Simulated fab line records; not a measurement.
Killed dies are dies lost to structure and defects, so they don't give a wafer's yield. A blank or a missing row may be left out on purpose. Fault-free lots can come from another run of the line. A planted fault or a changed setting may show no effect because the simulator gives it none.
Chamber matching | flow sky130 | 3 sister chambers for SKY_PASSIVATION_CVD_00 on pecvd-02
The step deposits SiO2, target thk 90 nm. 3 wafers are shown with their chamber, then 10 later ones without.

== WAFERS WITH THEIR CHAMBER ==
wafer  | chamber | heater power w (W)
L079.2 | 1       | 608
L081.3 | 2       | 620
L081.5 | 0       | 910

== WAFERS MISSING THEIR CHAMBER ==
wafer  | heater power w (W)
L081.6 | 633
L085.1 | 840
L085.4 | 538
L085.5 | 856
L094.2 | 580
L094.4 | 539
L094.6 | 592
L097.1 | 893
L097.3 | 632
L097.4 | 886

== CHAMBER TAKEN BY EACH ==
wafer  | from the rows above     | in truth
L081.6 | can't be placed: 2 or 1 | 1
L085.1 | 0                       | 0
L085.4 | can't be placed: 1 or 2 | 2
L085.5 | 0                       | 0
L094.2 | can't be placed: 1 or 2 | 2
L094.4 | can't be placed: 1 or 2 | 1
L094.6 | can't be placed: 1 or 2 | 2
L097.1 | 0                       | 0
L097.3 | can't be placed: 2 or 1 | 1
L097.4 | 0                       | 0
Correctly placed: 4 of 10. Cannot be placed on the basis of these rows: 6; the candidates contain the true chamber in 6. Number placed wrongly: 0.
How it was worked out, from the rows above alone: a wafer's distance from a chamber is the root of the sum, over the readings, of the square of ((its reading less the chamber's mean) divided by the reading's scatter). The wafer belongs to the nearest chamber; if the next one is less than 2 further off, it can't be placed. A chamber's mean is the mean of its shown wafers. The scatter (one wafer shown for each chamber): square how far every hidden wafer sits from the nearest shown wafer, average those squares and take the square root.
